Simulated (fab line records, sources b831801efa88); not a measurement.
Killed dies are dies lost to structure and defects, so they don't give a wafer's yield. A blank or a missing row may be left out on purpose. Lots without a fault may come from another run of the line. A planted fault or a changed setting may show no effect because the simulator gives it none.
Tool commonality check | flow sky130 | 11 lots, 33 wafers sampled

WHY IT WAS OPENED
At SKY_SONOS_TUNNEL_TW_MEAS_12 the reading SONOS_TUNNEL_TW is flagged on 2 of 11 lots. Wafers without a fault read 197.2, standard deviation 2.1.
Rule: a lot is flagged when every wafer of it that has a number lies more than 4 standard deviations from that mean, or none has a number. The other lots count as sound.

lot  | measured     | on            | SONOS_TUNNEL_TW, wafer by wafer | flag
L717 | day 11 10:40 | film_metro-03 | 196.4 197.5 197.3               |
L720 | day 12 14:53 | film_metro-03 | 198.3 197.9 196.7               |
L722 | day 12 21:41 | film_metro-03 | 197.1 198.6 198.0               |
L723 | day 13 11:05 | film_metro-03 | 196.6 196.7 196.7               |
L724 | day 13 23:59 | film_metro-03 | 197.5 196.8 197.1               |
L725 | day 14 02:35 | film_metro-02 | 196.7 195.5 195.4               |
L734 | day 17 09:44 | film_metro-03 | 222.3 221.2 222.0               | FLAGGED
L735 | day 17 21:30 | film_metro-01 | 224.2 224.3 224.9               | FLAGGED
L736 | day 18 00:09 | film_metro-02 | 193.8 194.1 195.3               |
L738 | day 18 12:13 | film_metro-03 | 198.5 198.3 198.4               |
L739 | day 18 20:32 | film_metro-02 | 194.5 194.8 194.3               |
The numbers of the flagged lots are 223.2 on average: +26.0 against the usual, or +12 standard deviations.

WHICH TOOL RAN EACH LOT
The record holds 1 process step before the reading, out of a route of 708 steps. In each cell: the tool, then ch and the chambers that the sampled wafers went through, then the start.
lot  | flag    | SKY_SONOS_TUNNEL_IMPLANT_09
L717 |         | implanter-02 ch 0, day 11 10:16
L720 |         | implanter-03 ch 0, day 12 14:28
L722 |         | implanter-01 ch 0, day 12 21:16
L723 |         | implanter-02 ch 0, day 13 10:41
L724 |         | implanter-02 ch 0, day 13 23:22
L725 |         | implanter-02 ch 0, day 14 02:11
L734 | FLAGGED | implanter-02 ch 0, day 17 09:10
L735 | FLAGGED | implanter-02 ch 0, day 17 21:05
L736 |         | implanter-01 ch 0, day 17 23:46
L738 |         | implanter-03 ch 0, day 18 11:50
L739 |         | implanter-01 ch 0, day 18 20:07
What these steps do:
- SKY_SONOS_TUNNEL_IMPLANT_09
- SKY_SONOS_TUNNEL_TW_MEAS_12

FLAGGED OVER TOTAL, TOOL BY TOOL (the gauges that took the reading come last)
step                        | tool          | lots run | flagged | share of the flagged lots | sound lots run after its first flagged lot
SKY_SONOS_TUNNEL_IMPLANT_09 | implanter-01  | 3        | 0       | none                      | -
SKY_SONOS_TUNNEL_IMPLANT_09 | implanter-02  | 6        | 2       | all                       | 0
SKY_SONOS_TUNNEL_IMPLANT_09 | implanter-03  | 2        | 0       | none                      | -
SKY_SONOS_TUNNEL_TW_MEAS_12 | film_metro-01 | 1        | 1       | some                      | 0
SKY_SONOS_TUNNEL_TW_MEAS_12 | film_metro-02 | 3        | 0       | none                      | -
SKY_SONOS_TUNNEL_TW_MEAS_12 | film_metro-03 | 7        | 1       | some                      | 1 (L738)

WHAT THE TABLE ALLOWS
1 row of the table ran every flagged lot: implanter-02 at SKY_SONOS_TUNNEL_IMPLANT_09.
- implanter-02 at SKY_SONOS_TUNNEL_IMPLANT_09: 2 of its 6 lots flagged. Its last sound lot is L725 (day 14 02:11), its first flagged lot L734 (day 17 09:10): a fault that began between those two fits. Its own readings lie more than 4 standard deviations out on every wafer of the flagged lots: dose_ions_cm2, faraday_current_uA.
One tool is left: implanter-02 at SKY_SONOS_TUNNEL_IMPLANT_09.

WHAT THE SIMULATOR HAD PUT IN
Process parameter drift: implanter-02, from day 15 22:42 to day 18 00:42, at SKY_SONOS_TUNNEL_IMPLANT_09. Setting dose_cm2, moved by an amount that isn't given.
Lots struck among those shown: L734, L735. The rule above found the same.
